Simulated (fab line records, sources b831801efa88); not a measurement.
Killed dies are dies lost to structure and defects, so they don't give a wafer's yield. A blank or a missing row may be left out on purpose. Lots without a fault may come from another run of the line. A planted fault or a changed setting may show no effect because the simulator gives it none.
Tool commonality check | flow gf180mcu | 12 lots, 36 wafers sampled

WHY IT WAS OPENED
At GF_HV_LDD_THK_MEAS_57 the reading HV_LDD_CVD_56_THK is flagged on 2 of 12 lots. Wafers without a fault read 89.9 nm, standard deviation 0.99.
Rule: a lot is flagged when every wafer of it that has a number lies more than 4 standard deviations from that mean, or none has a number. The other lots count as sound.

lot  | measured     | on            | HV_LDD_CVD_56_THK (nm), wafer by wafer | flag
L504 | day 12 18:47 | film_metro-04 | 90.8 90.6 89.9                         |
L505 | day 13 02:29 | film_metro-02 | 91.1 90.8 91.5                         |
L506 | day 13 09:36 | film_metro-04 | 90.8 90.7 90.8                         |
L508 | day 14 00:35 | film_metro-02 | 91.2 91.4 91.3                         |
L509 | day 14 05:58 | film_metro-04 | 89.2 89.5 88.8                         |
L516 | day 16 12:01 | film_metro-03 | 117.5 118.1 117.2                      | FLAGGED
L518 | day 17 06:15 | film_metro-02 | 118.0 119.4 117.4                      | FLAGGED
L520 | day 17 23:58 | film_metro-04 | 88.8 89.3 89.9                         |
L521 | day 18 07:59 | film_metro-02 | 89.5 90.3 90.1                         |
L522 | day 18 13:48 | film_metro-03 | 90.2 90.5 90.9                         |
L526 | day 20 09:55 | film_metro-03 | 90.8 90.7 90.7                         |
L527 | day 20 12:39 | film_metro-02 | 88.1 88.0 88.5                         |
The numbers of the flagged lots are 117.9 nm on average: +28.0 nm against the usual, or +28 standard deviations.

WHICH TOOL RAN EACH LOT
The record holds 1 process step before the reading, out of a route of 602 steps. In each cell: the tool, then ch and the chambers that the sampled wafers went through, then the start.
lot  | flag    | GF_HV_LDD_CVD_56
L504 |         | lpcvd-02 ch 0, day 12 17:22
L505 |         | lpcvd-02 ch 0, day 13 01:02
L506 |         | lpcvd-02 ch 1, day 13 08:10
L508 |         | lpcvd-01 ch 0, day 13 23:08
L509 |         | lpcvd-02 ch 0, day 14 04:31
L516 | FLAGGED | lpcvd-02 ch 0, day 16 10:35
L518 | FLAGGED | lpcvd-02 ch 0, day 17 04:49
L520 |         | lpcvd-02 ch 1, day 17 22:32
L521 |         | lpcvd-01 ch 0, day 18 06:32
L522 |         | lpcvd-01 ch 0, day 18 12:22
L526 |         | lpcvd-01 ch 0, day 20 07:46
L527 |         | lpcvd-01 ch 1, day 20 11:13
What these steps do:
- GF_HV_LDD_CVD_56: deposits Si3N4 from DCS/NH3, target thk 90 nm, time 1543 s.
- GF_HV_LDD_THK_MEAS_57

FLAGGED OVER TOTAL, TOOL BY TOOL (the gauges that took the reading come last)
step                  | tool          | lots run | flagged | share of the flagged lots | sound lots run after its first flagged lot
GF_HV_LDD_CVD_56      | lpcvd-01      | 5        | 0       | none                      | -
GF_HV_LDD_CVD_56      | lpcvd-02      | 7        | 2       | all                       | 1 (L520)
GF_HV_LDD_THK_MEAS_57 | film_metro-02 | 5        | 1       | some                      | 2 (L521,L527)
GF_HV_LDD_THK_MEAS_57 | film_metro-03 | 3        | 1       | some                      | 2 (L522,L526)
GF_HV_LDD_THK_MEAS_57 | film_metro-04 | 4        | 0       | none                      | -

WHAT THE TABLE ALLOWS
1 row of the table ran every flagged lot: lpcvd-02 at GF_HV_LDD_CVD_56.
- lpcvd-02 at GF_HV_LDD_CVD_56: 2 of its 7 lots flagged. Sound lots ran on it after the first flagged one (L520), which a lasting fault on the whole tool wouldn't allow.
No row of the table ran every flagged lot and no sound lot after the first.

WHAT THE SIMULATOR HAD PUT IN
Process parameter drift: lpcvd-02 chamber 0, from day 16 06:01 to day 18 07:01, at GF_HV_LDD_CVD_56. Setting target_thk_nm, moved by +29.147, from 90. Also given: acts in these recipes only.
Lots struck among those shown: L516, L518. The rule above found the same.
